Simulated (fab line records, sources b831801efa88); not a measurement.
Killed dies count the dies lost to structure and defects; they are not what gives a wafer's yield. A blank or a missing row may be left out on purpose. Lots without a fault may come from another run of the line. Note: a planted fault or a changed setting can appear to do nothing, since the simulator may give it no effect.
2 desks, one fault | flow gf180mcu | every desk sees just its own numbers, and what lay behind them comes last

FROM THE METROLOGY DESK
What the gauges read for every lot (on any tool): the sampled wafers with a number, averaged. Any lot whose mean is over 4 standard deviations away from the usual mean is out of limits and marked OUT; that distance is given in the brackets.
Columns: A = TOP_METAL_OVL at GF_TOP_METAL_OVL_MEAS_15, usual 0.4 nm
lot  | first seen here | A
L755 | day 28 15:07    | -0.5
L756 | day 29 06:58    | 2.0
L757 | day 29 13:04    | 1.9
L758 | day 30 08:26    | -0.4
L760 | day 30 10:32    | -0.2
L761 | day 30 15:24    | -0.7
L762 | day 30 18:38    | 0.4
L767 | day 32 03:01    | -0.5
L768 | day 32 10:03    | 1.0
L769 | day 32 19:06    | 1.5
L773 | day 33 14:23    | -0.3
L775 | day 33 22:23    | 0.0
L776 | day 34 08:16    | -0.8
This desk's finding: nothing out of limits on any of the 13 lots.

THE TOOL OWNER'S DESK: pvdSputter-02
The tool's own readings at GF_MIM_SPUTTER_01 (material TiN, target thk 30 nm, time 25 s): means of the sampled wafers that have a number, for each lot that ran on this tool. Any lot whose mean is over 4 standard deviations away from the usual mean is out of limits and marked OUT; that distance is given in the brackets.
Columns: A = throttleValvePct at GF_MIM_SPUTTER_01, usual 29.9 %
lot  | first seen here | A
L760 | day 27 01:26    | 30.1
L773 | day 30 16:00    | 29.2
This desk's finding: nothing out of limits on any of the 2 lots.

BROUGHT TOGETHER
The metrology desk saw nothing out of limits.
The desk of the tool owner found nothing out of limits.

WHAT WAS PUT IN BY THE SIMULATOR
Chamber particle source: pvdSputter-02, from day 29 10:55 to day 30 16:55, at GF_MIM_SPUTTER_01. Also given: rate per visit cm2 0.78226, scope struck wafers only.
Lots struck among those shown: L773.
